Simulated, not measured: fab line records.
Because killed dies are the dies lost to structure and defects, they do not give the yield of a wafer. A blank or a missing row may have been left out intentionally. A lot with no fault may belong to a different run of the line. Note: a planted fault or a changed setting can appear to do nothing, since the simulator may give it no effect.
Comparing a struck lot with a sound one    flow sky130    14 out of 708 route steps
Sound: these wafers, L987.1, L987.4, L987.6. Struck: wafer L996.3 (L996.1, L996.4, from the same lot, were not struck and are left out); the cause is given at the end.
Order at every step that has rows: each side's tool, ch and its chambers, its first start. Under that, the readings that differ: sound wafers    struck wafers    difference of the means    sigmas: that difference in standard deviations of wafers without a fault.
alike: a reading whose means differ by less than 2 such deviations, as well as words and numbers matching on both sides. not compared: withheld readings; readings where some wafer has no value; bounds like >300 that might hide an equal value; numbers whose values overlap and for which the record gives no deviation.
The two part at a step that has a row with sigmas, a row that says differs or no value, or rows on one side only. Non-overlapping numbers with no deviation appear without sigmas and do not part them. A reading missing from all wafers of one side parts the sides only when that side holds two or more wafers.

SKY_VIA1_ETCH_14: etches BARC in N2/H2, stops on SiO2, time 45.9 s, target depth 60 nm.
  sound on rie diel-03 ch 0,1,3, day 34 21:52; struck on rie diel-03 ch 3, day 38 08:53
  alike: drypump motor current A, oes product au, throttle valve pct
  not compared: rf hours counter h
then, 5 steps without rows for these wafers: SKY_VIA1_ETCH_15 (etches SiO2 in C4F8/O2/Ar, stops on TiN, target depth 351 nm, time 54 s); SKY_VIA1_STRIP_16 (strips in O2/N2); SKY_VIA1_STRIP_17 (strips in post etch residue remover, time 1200 s); SKY_VIA1_CLEAN_18 (cleans in IPA, time 180 s); SKY_VIA1_CLEAN_19 (cleans in O3/DIW).
SKY_VIA1_SPUTTER_20: material TiN, target thk 20 nm, time 80 s.
  sound: pvd sputter-02 at day 34 22:32; struck: pvd sputter-04 at day 38 09:37
reading                 sound           struck  difference  sigmas
throttle valve pct (%)  29.8 28.8 28.7  31.2    +2.1        +3
  alike: cathode dc power W
then, 1 step without rows for these wafers: SKY_VIA1_CVD_21 (deposits W, target thk 270 nm, time 80.902 s).
SKY_VIA1_RS_MEAS_22: a four-point-probe measurement.
  sound: film metro-01 at day 34 22:42; struck: film metro-01 at day 38 09:46
  alike: VIA1_W_RS
SKY_VIA1_THK_MEAS_23: measures by xrf.
  sound: film metro-01 at day 34 22:49; struck: film metro-01 at day 38 09:53
  alike: VIA1_W_THK
SKY_VIA1_CMP_24: polishes, stops on SiO2, t overpolish 15 s, target thk 0 nm.
  sound on cmp-02 ch 0,2,3, day 34 22:53; struck on cmp-01 ch 0, day 38 09:56
  alike: motor current A, overpolish run s, time to endpoint s
SKY_METAL2_SPUTTER_00: material Ti, target thk 15 nm, time 10 s.
  sound: pvd sputter-03 at day 34 23:11; struck: pvd sputter-03 at day 38 10:14
  alike: cathode dc power W, throttle valve pct
SKY_METAL2_SPUTTER_01: material TiN, target thk 20 nm, time 16.7 s.
  sound: pvd sputter-03 at day 34 23:12; struck: pvd sputter-03 at day 38 10:16
reading                                     sound                 struck  difference  sigmas
cathode dc power W (W)                      6499.8 6500.8 6497.8  6256.8  -242.7      -99 or more
model.TiN_of_METAL2_SPUTTER_01.thk nm (nm)  19.71 19.64 19.47     18.77   -0.84       
  alike: throttle valve pct
SKY_METAL2_SPUTTER_02: material AlCu, target thk 250 nm, time 13.3 s.
  sound: pvd sputter-03 at day 34 23:14; struck: pvd sputter-03 at day 38 10:17
  alike: cathode dc power W, throttle valve pct

WHERE THEY PART
At SKY_VIA1_SPUTTER_20 first; at SKY_METAL2_SPUTTER_01 last (within this record only). Later steps at which nothing parts them and some readings are alike: SKY_METAL2_SPUTTER_02.

WHY: what the simulator had put in
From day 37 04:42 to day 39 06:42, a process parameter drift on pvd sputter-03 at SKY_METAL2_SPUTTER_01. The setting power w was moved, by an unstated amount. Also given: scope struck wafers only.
